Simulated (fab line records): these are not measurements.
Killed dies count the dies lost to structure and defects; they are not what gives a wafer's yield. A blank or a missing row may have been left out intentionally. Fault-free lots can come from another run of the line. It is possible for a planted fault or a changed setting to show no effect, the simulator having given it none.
Matching of chambers | flow sky130 | SKY_LI_CONTACT_ETCH_14 on rie-diel-01: 4 sister chambers
The step etches BARC in N2/H2, stops on SiO2, time 45.9 s, target depth 60 nm. 8 wafers are shown with their chamber, then 9 later ones without.

== WAFERS PAIRED WITH THEIR CHAMBERS ==
wafer  | chamber | drypump-motor-current-A (A) | oes-product-au (a.u.)
L314.2 | 0       | 5.8                         | 0.852
L315.5 | 2       | 6.2                         | 0.856
L315.6 | 1       | 5.4                         | 0.861
L320.1 | 2       | 6.2                         | 0.858
L320.5 | 3       | 6.4                         | 0.856
L321.1 | 0       | 5.9                         | 0.852
L321.3 | 1       | 5.4                         | 0.855
L321.6 | 3       | 6.5                         | 0.866

== WAFERS WITHOUT THEIR CHAMBER ==
wafer  | drypump-motor-current-A (A) | oes-product-au (a.u.)
L324.1 | 5.9                         | 0.856
L324.3 | 6.5                         | 0.848
L324.5 | 6.5                         | 0.847
L328.3 | 5.4                         | 0.856
L328.4 | 6.2                         | 0.847
L328.6 | 5.4                         | 0.856
L329.1 | 6.5                         | 0.857
L329.2 | 5.3                         | 0.856
L329.3 | 6.2                         | 0.854

== WHICH CHAMBER EACH WENT THROUGH ==
wafer  | from the rows above | in truth
L324.1 | 0                   | 0
L324.3 | 3                   | 3
L324.5 | 3                   | 3
L328.3 | 1                   | 1
L328.4 | 2                   | 2
L328.6 | 1                   | 1
L329.1 | 3                   | 3
L329.2 | 1                   | 1
L329.3 | 2                   | 2
Correct placement for 9 of the 9. Left unplaced by these rows: 0. Number placed wrongly: 0.
How it was worked out, from the rows above alone: a wafer's distance from a chamber is the root of the sum, over the readings, of the square of ((its reading less the chamber's mean) divided by the reading's scatter). If the next closest chamber is less than 2 further off than the closest, the wafer can't be placed; otherwise it belongs to the closest. Each chamber's mean is taken over the wafers shown for it. How the scatter is found: for the shown wafers, subtract from each reading the mean of its chamber, square and add these, divide the total by (wafers less chambers), then take the root.
